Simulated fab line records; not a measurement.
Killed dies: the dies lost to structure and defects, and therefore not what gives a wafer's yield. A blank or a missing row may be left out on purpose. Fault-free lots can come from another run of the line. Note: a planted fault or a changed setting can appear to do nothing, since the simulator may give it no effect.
Tool commonality check ; flow gf180mcu ; 13 lots, 39 wafers sampled

## WHY THIS WAS OPENED
GF_HV_LDD_RS_MEAS_53, reading HV_LDD_RS: flagged on 2 of 13 lots. Fault-free wafers read 417.8 ohm/sq, with a standard deviation of 0.98.
Rule: a lot is flagged in two cases, either no wafer of it has a number, or all its wafers with numbers fall more than 4 standard deviations from that mean. All remaining lots are regarded as sound.

lot;measured;on;HV_LDD_RS (ohm/sq), wafer by wafer;flag
L124;day 12 12:32;film metro-02;419.0 418.7 419.1;
L125;day 12 16:09;film metro-02;420.0 417.7 418.2;
L127;day 13 12:51;film metro-02;418.7 417.6 419.0;
L129;day 13 23:58;film metro-02;416.8 417.5 417.9;
L128;day 14 00:22;film metro-02;417.6 417.4 417.1;
L130;day 14 09:40;film metro-02;416.1 416.3 416.6;
L134;day 15 18:04;film metro-02;417.7 417.4 417.4;
L135;day 16 01:41;film metro-02;414.9 415.1 415.1;
L136;day 16 09:24;film metro-04;418.9 418.2 417.8;
L143;day 18 13:31;film metro-01;373.4 372.7 373.4;FLAGGED
L144;day 18 23:49;film metro-01;373.5 372.9 373.0;FLAGGED
L145;day 19 10:16;film metro-01;417.6 417.1 416.9;
L146;day 19 15:55;film metro-02;417.6 418.6 418.6;
The mean of the flagged lots' numbers is 373.1 ohm/sq, -44.7 ohm/sq from the usual (-46 standard deviations).

## LOT BY LOT: THE TOOL USED
Before the reading, the record contains 2 process steps out of a 602-step route. Each cell gives the tool, then ch followed by the chambers the sampled wafers passed through, then the start.
lot;flag;GF_HV_LDD_IMPLANT_34;GF_HV_LDD_STRIP_37
L124;;implanter-02 ch 0, day 11 16:04;plasma asher-01 ch 0,1, day 11 16:29
L125;;implanter-02 ch 0, day 11 19:34;plasma asher-02 ch 0,1, day 11 20:01
L127;;implanter-02 ch 0, day 12 15:43;plasma asher-02 ch 0, day 12 16:10
L129;;implanter-02 ch 0, day 13 02:07;plasma asher-03 ch 0,1, day 13 02:34
L128;;implanter-03 ch 0, day 13 02:47;plasma asher-03 ch 0,1, day 13 03:13
L130;;implanter-03 ch 0, day 13 12:19;plasma asher-01 ch 1, day 13 12:44
L134;;implanter-04 ch 0, day 14 20:05;plasma asher-03 ch 0,1, day 14 20:31
L135;;implanter-04 ch 0, day 15 03:04;plasma asher-02 ch 0,1, day 15 03:31
L136;;implanter-03 ch 0, day 15 10:34;plasma asher-01 ch 0,1, day 15 11:01
L143;FLAGGED;implanter-03 ch 0, day 17 13:17;plasma asher-02 ch 0,1, day 17 13:43
L144;FLAGGED;implanter-03 ch 0, day 17 23:05;plasma asher-02 ch 1, day 17 23:31
L145;;implanter-02 ch 0, day 18 09:11;plasma asher-01 ch 0,1, day 18 09:37
L146;;implanter-02 ch 0, day 18 14:55;plasma asher-02 ch 0,1, day 18 15:21
What is done by these steps:
- GF_HV_LDD_IMPLANT_34
- GF_HV_LDD_STRIP_37: strips in O2/N2.
- GF_HV_LDD_RS_MEAS_53: measures by four-point-probe.

## FLAGGED OVER TOTAL, TOOL BY TOOL (the gauges that took the reading come last)
step;tool;lots run;flagged;share of the flagged lots;sound lots run after its first flagged lot
GF_HV_LDD_IMPLANT_34;implanter-02;6;0;none;-
GF_HV_LDD_IMPLANT_34;implanter-03;5;2;all;0
GF_HV_LDD_IMPLANT_34;implanter-04;2;0;none;-
GF_HV_LDD_STRIP_37;plasma asher-01;4;0;none;-
GF_HV_LDD_STRIP_37;plasma asher-02;6;2;all;1 (L146)
GF_HV_LDD_STRIP_37;plasma asher-03;3;0;none;-
GF_HV_LDD_RS_MEAS_53;film metro-01;3;2;all;1 (L145)
GF_HV_LDD_RS_MEAS_53;film metro-02;9;0;none;-
GF_HV_LDD_RS_MEAS_53;film metro-04;1;0;none;-

## WHAT THE TABLE ALLOWS
All flagged lots were run by 3 table rows, namely implanter-03 at GF_HV_LDD_IMPLANT_34, plasma asher-02 at GF_HV_LDD_STRIP_37, film metro-01 at GF_HV_LDD_RS_MEAS_53.
- implanter-03 at GF_HV_LDD_IMPLANT_34 ran 5 lots, 2 of them flagged. Its last sound lot is L136 (day 15 10:34), its first flagged lot L143 (day 17 13:17): a fault that began between those two fits. Its own readings (tilt deg) fall more than 4 standard deviations out on all wafers of the flagged lots.
- plasma asher-02 at GF_HV_LDD_STRIP_37 ran 6 lots, 2 of them flagged. Sound lots ran on it after the first flagged one (L146), which a lasting fault on the whole tool wouldn't allow.
- film metro-01 at GF_HV_LDD_RS_MEAS_53 ran 3 lots, 2 of them flagged. Sound lots ran on it after the first flagged one (L145), which a lasting fault on the whole tool wouldn't allow.
implanter-03 at GF_HV_LDD_IMPLANT_34 is the single tool remaining.

## WHAT THE SIMULATOR HAD INSERTED
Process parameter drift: implanter-03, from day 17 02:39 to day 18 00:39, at GF_HV_LDD_IMPLANT_34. A move of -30 in setting tilt deg, from 30. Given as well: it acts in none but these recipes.
Lots struck among those shown: L143, L144. This agrees with what the rule above found.
